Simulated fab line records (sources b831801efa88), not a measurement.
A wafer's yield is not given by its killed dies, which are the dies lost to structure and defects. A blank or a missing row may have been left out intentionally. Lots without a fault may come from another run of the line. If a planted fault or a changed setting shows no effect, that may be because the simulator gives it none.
Split-lot study	flow sfq-line	route with 325 steps; 5 lots, 23 wafers read

== THE SPLIT ==
At SFQ_TRILAYER_M6_ETCH_METAL_ETCH_162 (etches Nb in Cl2/Ar, stops on SiO2, target depth 240 nm, time 120 s), the setting icp-w was moved away from the recipe's 600 W on 7 of the 23 wafers read, by -4.4% to +7.6%. All remaining wafers had this setting at the recipe value.

The reading comes from the split's own step.

== THE READING ==
KrF_of_TRILAYER_M6_LITHO_COAT_159.thk-nm (the simulator's own value, which no gauge read), in nm, at SFQ_TRILAYER_M6_ETCH_METAL_ETCH_162 (etches Nb in Cl2/Ar, stops on SiO2, target depth 240 nm, time 120 s). The file gives no usual value for it. Across the 16 wafers here that went through the recipe, the average is 381.6 nm and the standard deviation 2.2 nm.

wafer	tool, chamber at the split	icp-w as run, W	against the recipe	KrF_of_TRILAYER_M6_LITHO_COAT_159.thk-nm, nm	against lot-mates on the recipe
L079.1	rie-metal-03, 0	600	recipe	385.1	-
L079.2	rie-metal-03, 1	600	recipe	385.6	-
L079.5	rie-metal-03, 1	600	recipe	384.1	-
L080.1	rie-metal-03, 0	600	recipe	377.9	-
L080.2	rie-metal-03, 1	600	recipe	379	-
L080.3	rie-metal-03, 1	600	recipe	379.2	-
L080.5	rie-metal-03, 1	645.7	+7.6%	370.5	-8.2
L080.6	rie-metal-03, 0	645.7	+7.6%	369.8	-8.9
L081.1	rie-metal-02, 0	600	recipe	380.4	-
L081.2	rie-metal-02, 1	600	recipe	381	-
L081.3	rie-metal-02, 0	600	recipe	380.8	-
L081.4	rie-metal-02, 1	600	recipe	381.7	-
L081.5	rie-metal-02, 1	600	recipe	379.9	-
L083.2	rie-metal-03, 1	600	recipe	384.8	-
L083.3	rie-metal-03, 1	622	+3.7%	378.9	-4.8
L083.4	rie-metal-03, 0	600	recipe	382.5	-
L083.5	rie-metal-03, 1	622	+3.7%	379.1	-4.5
L083.6	rie-metal-03, 0	622	+3.7%	376.8	-6.8
L084.1	rie-metal-02, 0	573.5	-4.4%	386.5	+5.1
L084.2	rie-metal-02, 1	600	recipe	381.2	-
L084.3	rie-metal-02, 0	600	recipe	381.6	-
L084.4	rie-metal-02, 1	573.5	-4.4%	388.9	+7.5
L084.6	rie-metal-02, 0	600	recipe	381.4	-

THE FIT
A straight line over all 23 wafers: KrF_of_TRILAYER_M6_LITHO_COAT_159.thk-nm changes by -1.37 nm for each +1% of icp-w; r = -0.89; the points scatter about the line by 2.1 nm.
The same after taking each lot's own level away (the mean of its wafers on the recipe; 23 wafers): -1.26 nm for each +1%; r = -0.97; scatter 0.93 nm.
That fit puts the effect of the largest move of icp-w on the reading at 9.6 nm.
The lots' own levels span 378.70 to 384.93 nm, that is 2.8 times the standard deviation above.
The two slopes are in agreement: the lot-to-lot level therefore moves the slope only a little.
Check: -10.1 nm against its lot-mates is what the line predicts for one of the wafers moved furthest among these (+7.6%) when that wafer is left out of the fit. It came out at -8.2 nm against them.

== FILE'S OWN FIT ==
KrF_of_TRILAYER_M6_LITHO_COAT_159.thk-nm changes by -1.24 nm for each +1% of icp-w, r = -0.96.
